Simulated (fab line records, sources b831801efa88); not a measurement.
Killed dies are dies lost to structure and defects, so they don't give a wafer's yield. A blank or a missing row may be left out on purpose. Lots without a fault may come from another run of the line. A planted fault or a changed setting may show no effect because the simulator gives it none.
Which tool did it? | flow sky130 | 12 lots, 34 wafers sampled, at 4 steps of a route of 708

WHAT THE GAUGES READ, wafer by wafer
SKY_SD_N_OVL_MEAS_08.
lot  | measured     | on         | SD_N_OVL (nm)
L199 | day 28 11:38 | overlay-01 | -1.2 0.5 0.8
L202 | day 29 05:58 | overlay-02 | 1.2 2.1 1.3
L203 | day 29 12:14 | overlay-01 | -0.8 -1.3 -0.8
L204 | day 29 23:45 | overlay-01 | -1.1 -1.3 -1.1
L205 | day 30 06:11 | overlay-02 | 1.6 1.3 1.1
L206 | day 30 13:22 | overlay-01 | -0.8 0.2 -1.1
L208 | day 31 06:59 | overlay-01 | 0.7 1.0 1.1
L214 | day 32 23:27 | overlay-01 | 0.7 1.2 1.4
L216 | day 33 14:53 | overlay-02 | 1.3 1.2
L218 | day 34 04:28 | overlay-02 | 0.2 4.3
L221 | day 35 04:29 | overlay-01 | -1.7 -1.7 -0.8
L222 | day 35 08:35 | overlay-02 | 1.5 2.3 2.5

SKY_SD_N_RS_MEAS_18: measures by four-point-probe.
lot  | measured     | on            | RES_XHIGH_RS (ohm/sq)
L199 | day 28 12:37 | film_metro-01 | 333.8 333.6 333.5
L202 | day 29 06:56 | film_metro-02 | 334.1 333.5 333.4
L203 | day 29 13:12 | film_metro-04 | 331.9 332.6 332.9
L204 | day 30 00:44 | film_metro-04 | 332.4 332.6 331.9
L205 | day 30 07:09 | film_metro-01 | 333.9 332.8 331.8
L206 | day 30 14:20 | film_metro-01 | 332.9 333.1 333.6
L208 | day 31 07:57 | film_metro-01 | 335.1 335.2 335.1
L214 | day 33 00:25 | film_metro-01 | 334.6 333.1 335.4
L216 | day 33 15:55 | film_metro-02 | 394.9 332.5
L218 | day 34 05:26 | film_metro-04 | 394.0 332.7
L221 | day 35 05:28 | film_metro-02 | 331.3 331.9 332.1
L222 | day 35 09:34 | film_metro-04 | 333.7 334.3 332.5

WHICH TOOL RAN EACH LOT (tool, then ch and the chambers of the sampled wafers, then the start)
lot  | SKY_POLY_CUT_ETCH_11               | SKY_RES_XHIGH_IMPLANT_07
L199 | rie_diel-02 ch 1,3, day 24 19:47   | implanter-03 ch 0, day 27 06:45
L202 | rie_diel-01 ch 0,1,2, day 25 14:36 | implanter-01 ch 0, day 28 01:05
L203 | rie_diel-01 ch 0,1,3, day 25 22:30 | implanter-04 ch 0, day 28 08:08
L204 | rie_diel-01 ch 0,1,3, day 26 08:04 | implanter-01 ch 0, day 28 19:05
L205 | rie_diel-04 ch 0,2,3, day 26 15:55 | implanter-04 ch 0, day 29 01:12
L206 | rie_diel-01 ch 0,3, day 26 22:29   | implanter-04 ch 0, day 29 09:07
L208 | rie_diel-01 ch 1,3, day 27 17:49   | implanter-01 ch 0, day 30 02:25
L214 | rie_diel-02 ch 1,2,3, day 29 12:58 | implanter-04 ch 0, day 31 19:37
L216 | rie_diel-04 ch 0,3, day 30 04:44   | implanter-04 ch 0, day 32 12:13
L218 | rie_diel-01 ch 0,1, day 30 19:27   | implanter-04 ch 0, day 33 02:32
L221 | rie_diel-01 ch 0,3, day 31 19:25   | implanter-01 ch 0, day 34 01:31
L222 | rie_diel-01 ch 0,2,3, day 31 23:52 | implanter-03 ch 0, day 34 06:14
- SKY_POLY_CUT_ETCH_11: etches Si3N4 in CF4/CH2F2/Ar, stops on poly-Si, time 42.5 s, target depth 60 nm.
- SKY_RES_XHIGH_IMPLANT_07

WHAT THE TOOLS THEMSELVES READ (means of the sampled wafers that have a number; where no wafer has one, the mark that the record gives instead)
SKY_POLY_CUT_ETCH_11.
lot  | tool        | drypump_motor_current_A (A) | mfc_ar_sccm (sccm) | oes_product_au (a.u.) | rf_fwd_power_W (W) | throttle_valve_pct (%)
L199 | rie_diel-02 | 5.68                        | 149.3              | 0.828                 | 592.8              | 15.001
L202 | rie_diel-01 | 5.89                        | 149.9              | 0.826                 | 592.2              | 14.993
L203 | rie_diel-01 | 5.61                        | 149.8              | 0.823                 | 593.4              | 14.993
L204 | rie_diel-01 | 5.60                        | 149.9              | 0.826                 | 594.4              | 14.985
L205 | rie_diel-04 | 5.50                        | 149.7              | 0.835                 | 593.9              | 14.993
L206 | rie_diel-01 | 5.54                        | 149.7              | 0.833                 | 592.9              | 15.002
L208 | rie_diel-01 | 5.51                        | 149.8              | 0.831                 | 596.3              | 14.996
L214 | rie_diel-02 | 5.60                        | 149.9              | 0.840                 | 594.5              | 14.995
L216 | rie_diel-04 | 5.36                        | 150.5              | 0.831                 | 595.4              | 14.986
L218 | rie_diel-01 | 5.71                        | 149.9              | 0.833                 | 593.0              | 14.994
L221 | rie_diel-01 | 5.56                        | 150.4              | 0.825                 | 593.7              | 15.000
L222 | rie_diel-01 | 5.81                        | 150.5              | 0.837                 | 593.1              | 14.992

SKY_RES_XHIGH_IMPLANT_07.
lot  | tool         | beam_energy_keV
L199 | implanter-03 | 20.001
L202 | implanter-01 | 19.993
L203 | implanter-04 | 19.998
L204 | implanter-01 | 20.002
L205 | implanter-04 | 20.003
L206 | implanter-04 | 19.991
L208 | implanter-01 | 20.001
L214 | implanter-04 | 20.000
L216 | implanter-04 | 20.002
L218 | implanter-04 | 20.003
L221 | implanter-01 | 20.008
L222 | implanter-03 | 19.998

THE ANSWER, worked out from the rows above alone
Rule: what is usual is taken from the lots themselves. Put in order of their means at a reading, lots are off if they are a third of the lots or fewer, leave a main group of 4 or more, and stand apart from it by a gap of 3 or more times the standard deviation of the main group's means; of several such gaps the widest counts. A main group whose means are all the same, to the digits that the tables above print for the reading, isn't used. A lot without any number at a reading at which 4 lots or more have one is off too. The other lots that the step has rows for count as sound. The gauges are gone through in route order, then the tools' own readings, and for those a lot's mean is taken as printed above. The first step at which some lot is off is used, and at that step the reading that is off furthest; a lot without a number counts as furthest.
Off: L216, L218, at SKY_SD_N_RS_MEAS_18 (RES_XHIGH_RS). The main group: mean 333.3 ohm/sq, standard deviation 0.95.
A tool fits if, at a process step before that reading, it ran every lot that is off, and no sound lot after the first of them. The gauges at SKY_SD_N_RS_MEAS_18 are tried like those tools. One fits: implanter-04 at SKY_RES_XHIGH_IMPLANT_07. Its last sound lot is L214 (day 31 19:37), its first lot that is off L216 (day 32 12:13): a fault that began between those two fits.

WHAT THE SIMULATOR HAD PUT IN
Process parameter drift: implanter-04, from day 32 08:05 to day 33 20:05, at SKY_RES_XHIGH_IMPLANT_07. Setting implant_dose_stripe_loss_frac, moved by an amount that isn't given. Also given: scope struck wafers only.
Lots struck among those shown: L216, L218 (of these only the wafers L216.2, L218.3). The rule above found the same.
